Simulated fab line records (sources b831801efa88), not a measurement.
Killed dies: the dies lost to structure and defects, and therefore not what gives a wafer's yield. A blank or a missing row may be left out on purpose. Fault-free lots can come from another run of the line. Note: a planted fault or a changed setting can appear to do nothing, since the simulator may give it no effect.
What tool caused it? + flow gf180mcu + 12 lots with 36 wafers sampled at 5 steps, on a route of 602 steps

== WHAT EACH GAUGE READ, for each wafer ==
GF_CONTACT_CD_MEAS_14: target cd 220 nm. Usual: cd-nm 219.9 nm, standard deviation 1.3.
| lot  | measured     | on        | cd-nm (nm)        | flag |
|------|--------------|-----------|-------------------|------|
| L894 | day 16 10:12 | cd-sem-01 | 221.8 222.2 222.2 |      |
| L895 | day 16 18:42 | cd-sem-02 | 218.2 219.4 219.4 |      |
| L897 | day 17 16:21 | cd-sem-01 | 219.7 221.3 220.9 |      |
| L898 | day 17 23:41 | cd-sem-01 | 219.3 218.8 217.4 |      |
| L899 | day 18 06:04 | cd-sem-02 | 220.2 219.5 221.5 |      |
| L900 | day 18 15:51 | cd-sem-01 | 218.8 218.4 218.3 |      |
| L901 | day 19 01:48 | cd-sem-02 | 221.3 222.0 221.2 |      |
| L903 | day 20 02:45 | cd-sem-02 | 220.4 220.9 220.5 |      |
| L905 | day 21 12:57 | cd-sem-02 | 218.8 220.2 219.3 |      |
| L913 | day 23 09:51 | cd-sem-01 | 221.2 220.6 218.8 |      |
| L915 | day 24 06:53 | cd-sem-02 | 219.4 220.3 219.8 |      |
| L916 | day 24 10:59 | cd-sem-02 | 215.6 217.4 216.3 |      |

GF_CONTACT_RS_MEAS_25: measures by four-point-probe. Usual: for CONTACT_W_RS the level is 0.382 ohm/sq and the standard deviation is 0.0069.
| lot  | measured     | on            | CONTACT_W_RS (ohm/sq) | flag |
|------|--------------|---------------|-----------------------|------|
| L894 | day 16 11:01 | film-metro-02 | 0.380 0.385 0.385     |      |
| L895 | day 16 19:32 | film-metro-02 | 0.388 0.386 0.383     |      |
| L897 | day 17 17:11 | film-metro-03 | 0.389 0.369 0.390     |      |
| L898 | day 18 00:31 | film-metro-02 | 0.391 0.375 0.373     |      |
| L899 | day 18 06:54 | film-metro-02 | 0.376 0.375 0.389     |      |
| L900 | day 18 16:40 | film-metro-03 | 0.383 0.388 0.386     |      |
| L901 | day 19 02:37 | film-metro-01 | 0.384 0.375 0.374     |      |
| L903 | day 20 03:34 | film-metro-01 | 0.413 0.418 0.420     | OFF  |
| L905 | day 21 13:47 | film-metro-03 | 0.419 0.418 0.419     | OFF  |
| L913 | day 23 10:40 | film-metro-01 | 0.390 0.376 0.376     |      |
| L915 | day 24 07:50 | film-metro-03 | 0.375 0.389 0.369     |      |
| L916 | day 24 11:51 | film-metro-02 | 0.386 0.372 0.367     |      |

GF_CONTACT_THK_MEAS_26: measures by xrf. Usual: for CONTACT_W_THK the level is 298 nm and the standard deviation is 5.6.
| lot  | measured     | on            | CONTACT_W_THK (nm) | flag |
|------|--------------|---------------|--------------------|------|
| L894 | day 16 11:08 | film-metro-02 | 297 293 295        |      |
| L895 | day 16 19:39 | film-metro-02 | 292 294 296        |      |
| L897 | day 17 17:18 | film-metro-03 | 294 307 293        |      |
| L898 | day 18 00:38 | film-metro-02 | 291 303 305        |      |
| L899 | day 18 07:01 | film-metro-02 | 303 303 291        |      |
| L900 | day 18 16:47 | film-metro-03 | 298 292 295        |      |
| L901 | day 19 02:44 | film-metro-01 | 298 303 306        |      |
| L903 | day 20 03:41 | film-metro-01 | 276 274 272        | OFF  |
| L905 | day 21 13:54 | film-metro-03 | 274 273 274        | OFF  |
| L913 | day 23 10:47 | film-metro-01 | 289 301 301        |      |
| L915 | day 24 07:56 | film-metro-03 | 305 296 312        |      |
| L916 | day 24 11:58 | film-metro-02 | 295 305 312        |      |

== EACH LOT AND THE TOOL THAT RAN IT (in order: tool; ch and the chambers of the sampled wafers; start) ==
| lot  | GF_CONTACT_ETCH_16                 | GF_CONTACT_CVD_24             |
|------|------------------------------------|-------------------------------|
| L894 | rie-diel-03 ch 1,2, day 16 10:21   | cvd-w-02 ch 0,1, day 16 10:55 |
| L895 | rie-diel-01 ch 0,1,3, day 16 18:52 | cvd-w-02 ch 0,1, day 16 19:26 |
| L897 | rie-diel-01 ch 1,2,3, day 17 16:31 | cvd-w-01 ch 0,1, day 17 17:05 |
| L898 | rie-diel-01 ch 0,1,3, day 17 23:50 | cvd-w-01 ch 0,1, day 18 00:25 |
| L899 | rie-diel-03 ch 0,1,3, day 18 06:13 | cvd-w-01 ch 0,1, day 18 06:47 |
| L900 | rie-diel-02 ch 1,2, day 18 16:00   | cvd-w-02 ch 0,1, day 18 16:34 |
| L901 | rie-diel-02 ch 0,2, day 19 01:58   | cvd-w-01 ch 0,1, day 19 02:31 |
| L903 | rie-diel-01 ch 0,1,2, day 20 02:55 | cvd-w-02 ch 0,1, day 20 03:28 |
| L905 | rie-diel-02 ch 2,3, day 21 13:07   | cvd-w-02 ch 0,1, day 21 13:41 |
| L913 | rie-diel-03 ch 1,2,3, day 23 10:01 | cvd-w-01 ch 0,1, day 23 10:34 |
| L915 | rie-diel-01 ch 1,2,3, day 24 07:00 | cvd-w-01 ch 0,1, day 24 07:44 |
| L916 | rie-diel-01 ch 2,3, day 24 11:09   | cvd-w-01 ch 0,1, day 24 11:43 |
- GF_CONTACT_ETCH_16: etches BARC in N2/H2.
- GF_CONTACT_CVD_24: deposits W, target thk 300 nm, time 90.339 s.

== AS READ BY THE TOOLS THEMSELVES (means over the sampled wafers that have a number; for cases with no such wafer, the mark the record gives instead) ==
GF_CONTACT_ETCH_16. Usual: drypump-motor-current-A 5.6 A, standard deviation 0.34; oes-product-au 0.855 a.u., standard deviation 0.0043; throttle-valve-pct 13.224 %, standard deviation 0.0085.
| lot  | tool        | drypump-motor-current-A (A) | oes-product-au (a.u.) | throttle-valve-pct (%) | flag |
|------|-------------|-----------------------------|-----------------------|------------------------|------|
| L894 | rie-diel-03 | 6.0                         | 0.850                 | 13.223                 |      |
| L895 | rie-diel-01 | 5.7                         | 0.855                 | 13.228                 |      |
| L897 | rie-diel-01 | 5.6                         | 0.854                 | 13.218                 |      |
| L898 | rie-diel-01 | 5.7                         | 0.852                 | 13.223                 |      |
| L899 | rie-diel-03 | 5.5                         | 0.854                 | 13.229                 |      |
| L900 | rie-diel-02 | 5.6                         | 0.854                 | 13.217                 |      |
| L901 | rie-diel-02 | 5.7                         | 0.852                 | 13.216                 |      |
| L903 | rie-diel-01 | 5.6                         | 0.855                 | 13.222                 |      |
| L905 | rie-diel-02 | 5.2                         | 0.856                 | 13.216                 |      |
| L913 | rie-diel-03 | 5.9                         | 0.857                 | 13.231                 |      |
| L915 | rie-diel-01 | 5.6                         | 0.859                 | 13.219                 |      |
| L916 | rie-diel-01 | 5.7                         | 0.856                 | 13.225                 |      |

GF_CONTACT_CVD_24. Usual: chamber-pressure-Torr 40.01 Torr, standard deviation 0.082; heater-power-w 875 W, standard deviation 110.
| lot  | tool     | chamber-pressure-Torr (Torr) | heater-power-w (W) | flag |
|------|----------|------------------------------|--------------------|------|
| L894 | cvd-w-02 | 40.01                        | 852                |      |
| L895 | cvd-w-02 | 40.00                        | 907                |      |
| L897 | cvd-w-01 | 40.01                        | 838                |      |
| L898 | cvd-w-01 | 40.08                        | 889                |      |
| L899 | cvd-w-01 | 39.96                        | 898                |      |
| L900 | cvd-w-02 | 40.03                        | 926                |      |
| L901 | cvd-w-01 | 40.08                        | 906                |      |
| L903 | cvd-w-02 | 33.22                        | 930                | OFF  |
| L905 | cvd-w-02 | 33.32                        | 859                | OFF  |
| L913 | cvd-w-01 | 40.04                        | 903                |      |
| L915 | cvd-w-01 | 40.03                        | 898                |      |
| L916 | cvd-w-01 | 40.08                        | 903                |      |

== THE ANSWER, worked out from the rows above alone ==
Rule: lot off if the mean of its wafers having a number is beyond 3 standard deviations from the usual mean. A lot without any number at a reading at which 4 lots or more have one is off too. All remaining lots with rows at the step are treated as sound. Order of review: gauges by route order, followed by the tools' own readings, for which a lot's mean as printed above is used. At the first step where some lot is off, the reading lying furthest off is the one used; lots without a number count as furthest.
Off: L903, L905, at GF_CONTACT_RS_MEAS_25 (CONTACT_W_RS).
If a tool, at a process step before that reading, ran all the lots that are off and no sound lot after the first of them, it fits. Not tried: the gauges at GF_CONTACT_RS_MEAS_25; whatever is off there is also off at GF_CONTACT_CVD_24, on other tools, and gauge error can't account for it. One fits: GF_CONTACT_CVD_24 on cvd-w-02. A fault onset in the window from L900 (day 18 16:34, its last sound lot) to L903 (day 20 03:28, its first lot off) fits.
On the lots that are off, the tool's own readings at GF_CONTACT_CVD_24 differ by more than 5 times the standard deviation of the sound lots' means, which bears it out; chamber-pressure-Torr reads 33.27 Torr there versus 40.03 Torr on the sound lots.

== WHAT THE SIMULATOR HAD INSERTED ==
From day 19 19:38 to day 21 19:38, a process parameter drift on cvd-w-02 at GF_CONTACT_CVD_24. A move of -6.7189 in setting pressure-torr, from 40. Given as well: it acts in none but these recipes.
Lots struck among those shown: L903, L905. The rule above found the same.
